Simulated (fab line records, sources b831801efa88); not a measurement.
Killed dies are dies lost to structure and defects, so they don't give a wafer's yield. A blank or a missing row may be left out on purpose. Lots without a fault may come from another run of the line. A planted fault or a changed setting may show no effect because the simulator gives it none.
fab line records | flow sky130
record lots=13 wafers=37 last_day=50
route steps=708 shown FIELD_ISO@26 NWELL@34 PWDE@52 PAD_OPEN@708
lots that met no fault: from a run of the same line without faults
start_h: hours from the record's first day to the start of the lot's first wafer shown | wait_h: hours since the lot's step before | " the same as in the row above | L1.1+2: a row that stands for several wafers | - no value, or no start given | * or withheld: withheld | < > ~ a bound
route shown NAME@n: a module of which the file shows steps, and the number in the route of the first | usual: mean/standard deviation of fault-free wafers | same: alike in all rows | chamber/n: place in a boat | sites: the reading at each site | _std_site: their standard deviation | _edge_site: outer sites' mean less inner sites' | radius_mm: how far each site lies from the wafer's centre | mask NAME#n: copy n | behind: the tool/chamber that last shaped the wafer | hold: why the lot was held/for how many hours/how that ended | device: the transistor (n, p or np) that didn't switch | end of line: the same wafers' tests at the end of the route | a step without rows: its recipe alone | killed: dies lost to structure and defects at the first sort, not the wafer's yield | map: a wafer's dies, x killed, . not, _ none there
set.NAME: the setting as run; set.NAME@STEP: as run at that earlier step | model.NAME: the simulator's own value behind a step, which no gauge read
steps of the route over a sample of lots; a table a step, a row a wafer
services: from which hour (start_h, from the record's first day; less than 0 if before it) a tool's chamber was out of use, for how many hours, and why
## steps
# step SKY_FIELD_ISO_THK_MEAS_25
# recipe reads=SiO2_of_FIELD_ISO_CVD_24
# usual FIELD_ISO_CVD_24_THK=594/4.9
# columns lot.wafer tool chamber start_h wait_h FIELD_ISO_CVD_24_THK[nm]
L485.1 film_metro-01 - 31.28 0.0 588
L485.2 " - " " 589
L485.3 " - " " 581
L486.1 film_metro-03 - 37.42 0.0 597
L486.2 " - " " 598
L486.6 " - " " 591
L487.2 film_metro-03 - 43.95 0.0 595
L487.3 " - " " 604
L487.5 " - " " 591
L488.1 film_metro-04 - 47.92 0.0 603
L488.3 " - " " 594
L488.6 " - " " 592
L489.2 film_metro-04 - 51.04 0.0 588
L489.4 " - " " 587
L489.6 " - " " 593
L490.2 film_metro-01 - 59.13 0.0 587
L490.3 " - " " 583
L490.4 " - " " 588
L494.4 film_metro-04 - 77.86 0.0 589
L494.5 " - " " 594
L497.4 film_metro-04 - 95.02 0.0 599
L497.5 " - " " 598
L497.6 " - " " 596
L500.4 film_metro-03 - 111.35 0.0 595
L500.5 " - " " 595
L501.1 film_metro-04 - 117.94 0.0 603
L501.2 " - " " 600
L501.5 " - " " 606
L506.2 film_metro-04 - 141.35 0.0 597
L506.5 " - " " 592
L506.6 " - " " 594
L505.3 film_metro-01 - 141.36 0.1 591
L505.5 " - " " 594
L505.6 " - " " 594
L507.1 film_metro-01 - 144.49 0.0 598
L507.2 " - " " 592
L507.5 " - " " 604
# step SKY_FIELD_ISO_CMP_27
# recipe stop_on=Si3N4 t_overpolish_s=16 down_force_psi=4 platen_rpm=60 target_thk_nm=457.8 pad_velocity_m_s=0.94248
# usual motor_current_A=11.8/1.1 overpolish_run_s=16.001/0.0087 time_to_endpoint_s=110/3.9
# columns lot.wafer tool chamber start_h wait_h motor_current_A overpolish_run_s time_to_endpoint_s
L485.1 cmp-01 3 32.84 0.0 10.7 16.009 110
L485.2 " 1 " " 13.2 15.994 114
L485.3 " 2 " " 11.1 15.990 109
L486.1 cmp-01 3 41.60 0.1 10.4 15.994 118
L486.2 " 1 " " 13.2 15.990 118
L486.6 " 2 " " 10.9 15.998 119
L487.3 cmp-01 0 47.60 0.0 10.7 15.992 117
L487.2 " 1 " " 12.8 15.997 115
L487.5 " 1 " " 13.2 16.009 115
L488.1 cmp-02 2 49.53 0.1 11.3 16.005 110
L488.3 " 0 " " 13.1 15.998 108
L488.6 " 1 " " 13.0 16.013 111
L489.2 cmp-01 3 53.52 0.0 10.6 15.999 115
L489.4 " 0 " " 11.2 16.014 116
L489.6 " 0 " " 11.0 16.010 115
L490.3 cmp-02 3 60.68 0.0 11.9 15.982 106
L490.4 " 0 " " 12.4 15.981 111
L490.2 " 2 " " 11.6 16.006 105
L494.4 cmp-01 1 79.56 0.2 13.6 15.990 60
L494.5 " 1 " " 14.0 16.009 108
L497.4 cmp-01 1 97.81 0.1 13.5 16.008 65
L497.5 " 3 " " 10.7 15.997 112
L497.6 " 0 " " 11.1 16.007 111
L500.4 cmp-01 3 114.25 0.1 10.7 16.001 61
L500.5 " 3 " " 10.6 15.999 108
L501.2 cmp-02 0 120.20 0.1 12.4 16.005 109
L501.1 " 1 " " 14.2 16.013 110
L501.5 " 3 " " 10.9 16.012 108
L505.3 cmp-02 3 144.44 0.2 11.1 15.998 107
L505.5 " 0 " " 12.4 15.998 109
L505.6 " 1 " " 13.4 16.005 110
L506.2 cmp-02 2 144.59 0.4 11.8 15.997 106
L506.5 " 2 " " 11.5 15.996 104
L506.6 " 3 " " 11.7 15.980 107
L507.2 cmp-02 1 147.44 0.1 13.4 16.006 110
L507.1 " 2 " " 12.1 15.997 108
L507.5 " 1 " " 13.3 15.999 114
# step SKY_NWELL_THK_MEAS_02
# recipe reads=SiO2_of_NWELL_OXIDATION_01
# usual NWELL_OXIDATION_THK=10.11/0.21
# columns lot.wafer tool chamber start_h wait_h NWELL_OXIDATION_THK[nm]
L485.1 film_metro-01 - 36.48 0.0 9.95
L485.2 " - " " 10.09
L485.3 " - " " 9.99
L486.1 film_metro-02 - 45.20 0.0 9.90
L486.2 " - " " 9.99
L486.6 " - " " 9.97
L487.2 film_metro-02 - 50.51 0.0 10.35
L487.3 " - " " 10.17
L487.5 " - " " 10.24
L488.1 film_metro-03 - 52.29 0.0 9.74
L488.3 " - " " 9.92
L488.6 " - " " 9.86
L489.2 film_metro-03 - 56.45 0.0 9.95
L489.4 " - " " 10.06
L489.6 " - " " 9.76
L490.2 film_metro-03 - 63.71 0.0 10.17
L490.3 " - " " 10.22
L490.4 " - " " 10.01
L494.4 film_metro-01 - 81.91 0.0 10.17
L494.5 " - " " 10.09
L497.4 film_metro-01 - 100.30 0.0 10.18
L497.5 " - " " 10.27
L497.6 " - " " 10.16
L500.4 film_metro-01 - 117.27 0.0 10.39
L500.5 " - " " 10.26
L501.1 film_metro-02 - 122.79 0.0 10.24
L501.2 " - " " 10.43
L501.5 " - " " 10.39
L506.2 film_metro-03 - 148.80 0.0 9.80
L506.5 " - " " 9.94
L506.6 " - " " 9.82
L505.3 film_metro-01 - 148.81 0.0 9.82
L505.5 " - " " 9.64
L505.6 " - " " 9.83
L507.1 film_metro-01 - 151.23 0.0 10.19
L507.2 " - " " 10.13
L507.5 " - " " 10.12
# step SKY_PWDE_OVL_MEAS_07
# usual PWDE_OVL=-0.5/1.3
# columns lot.wafer tool chamber start_h wait_h PWDE_OVL[nm]
L485.1 overlay-02 - 66.28 - -0.9
L485.2 " - " " 0.7
L485.3 " - " " -0.1
L486.1 overlay-01 - 76.43 - -0.6
L486.2 " - " " -0.4
L486.6 " - " " -0.8
L487.2 overlay-02 - 81.81 - 1.1
L487.3 " - " " -1.8
L487.5 " - " " 1.7
L488.1 overlay-01 - 83.16 - -1.2
L488.3 " - " " -2.0
L488.6 " - " " -2.4
L489.2 overlay-01 - 89.16 - 1.0
L489.4 " - " " -1.0
L489.6 " - " " -1.6
L490.2 overlay-01 - 95.76 - -0.2
L490.3 " - " " 0.4
L490.4 " - " " 0.4
L494.4 overlay-02 - 116.53 - 0.5
L494.5 " - " " -1.3
L497.4 overlay-02 - 136.73 - -1.3
L497.5 " - " " -0.2
L497.6 " - " " -1.5
L500.4 overlay-01 - 153.65 - -0.3
L500.5 " - " " 1.2
L501.1 overlay-01 - 159.96 - 0.2
L501.2 " - " " 0.1
L501.5 " - " " 0.6
L506.2 overlay-01 - 189.86 - 1.0
L506.5 " - " " 1.3
L506.6 " - " " 0.6
L505.3 overlay-02 - 190.04 - -1.0
L505.5 " - " " -1.3
L505.6 " - " " -2.9
L507.1 overlay-02 - 192.16 - -0.4
L507.2 " - " " -0.4
L507.5 " - " " -0.3
# step SKY_PAD_OPEN_PROBE_99
# usual killed_at_M0_to_M3=43/7.2 killed_at_M4_up=3.3/1.8 killed_at_contacts=23/5.5 killed_at_front_end=16/5.1 killed_at_other=0.4/0.65 killed_dies=85/10 killed_open=46/7.1 killed_short=38/7.2
# same gross_dies=492 killed_at_back_side=0
# columns lot.wafer tool chamber start_h wait_h killed_at_M0_to_M3 killed_at_M4_up killed_at_contacts killed_at_front_end killed_at_other killed_dies killed_open killed_short
L489.2 prober-01 - 1107.80 0.1 42 2 13 17 2 76 41 34
L489.4 prober-01 - 1107.90 0.2 47 6 19 13 0 85 50 35
L489.6 prober-01 - 1108.00 0.2 44 3 18 22 1 88 44 43
L500.4 prober-02 - 1157.58 0.2 50 1 36 8 0 95 55 39
L500.5 prober-02 - 1157.63 0.2 29 3 40 7 2 81 47 34
# killed by level:class
L489.2 VIA1:geometric_particle:open=9 VIA3:geometric_particle:open=7 POLY_GATE:geometric_particle:short=5 CONTACT:geometric_particle:short=5 CONTACT:geometric_particle:open=5 METAL2:geometric_particle:short=5 POLY_GATE:geometric_particle:open=4 VIA2:geometric_particle:open=4
L489.4 VIA2:geometric_particle:open=13 VIA1:geometric_particle:open=12 CONTACT:geometric_particle:open=10 VIA1:geometric_particle:short=6 FIELD_ISO:geometric_particle:open=4 METAL4:geometric_particle:short=4 FIELD_ISO:geometric_particle:short=3 POLY_GATE:geometric_particle:short=3
L489.6 VIA1:geometric_particle:open=12 CONTACT:geometric_particle:open=8 VIA2:geometric_particle:open=8 FIELD_ISO:geometric_particle:short=7 METAL1:geometric_particle:short=6 POLY_GATE:geometric_particle:short=5 CONTACT:geometric_particle:short=5 SPACER:geometric_particle:open=4
L500.4 CONTACT:geometric_particle:open=16 VIA1:geometric_particle:open=11 VIA3:geometric_particle:open=9 CONTACT:geometric_particle:short=8 LI_CONTACT:geometric_particle:open=5 VIA2:geometric_particle:open=5 METAL1:geometric_particle:short=5 METAL2:geometric_particle:short=5
L500.5 CONTACT:geometric_particle:open=14 LI_CONTACT:geometric_particle:open=10 CONTACT:geometric_particle:short=7 LI_CONTACT:geometric_particle:short=6 METAL1:geometric_particle:short=6 VIA1:geometric_particle:open=6 VIA3:geometric_particle:open=5 VIA2:geometric_particle:open=4
## services
# columns tool chamber start_h hours kind
cmp-02 - 18.63 0.5 repair
cmp-01 - 56.50 2.5 repair
cmp-02 - 58.51 0.5 repair
cmp-01 - 64.00 4.0 pm
cmp-01 - 68.00 - consumable_replace:conditioner
cmp-01 - 68.00 - consumable_replace:pad
cmp-01 - 84.48 2.3 repair
cmp-01 - 143.27 7.9 pm
## key
first_sign step=SKY_FIELD_ISO_CMP_27 reading=time_to_endpoint_s direction=down sigmas=12 usual=* struck=*
effect none on later readings
met_at SKY_FIELD_ISO_CMP_27
struck_lots L494,L497,L500
struck_wafers L494.4,L497.4,L500.4
tester_left_out L494,L497,L500
not_acting_at SKY_FIELD_ISO_THK_MEAS_25,SKY_NWELL_THK_MEAS_02,SKY_PWDE_OVL_MEAS_07
onset_between 53.52 79.56
fault kind=process_parameter_drift tool=cmp-01 chamber=- onset_h=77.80 steps=SKY_FIELD_ISO_CMP_27 channel=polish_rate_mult offset=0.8 shape=step end_h=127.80 scope=struck_wafers_only
# tester_left_out: of these lots the tester's yield and bins aren't shown, on N5 and GAA mostly nor the transistor test; their killed dies are dies lost to structure and defects alone, not to doping, threshold or leakage, so they don't give the yield
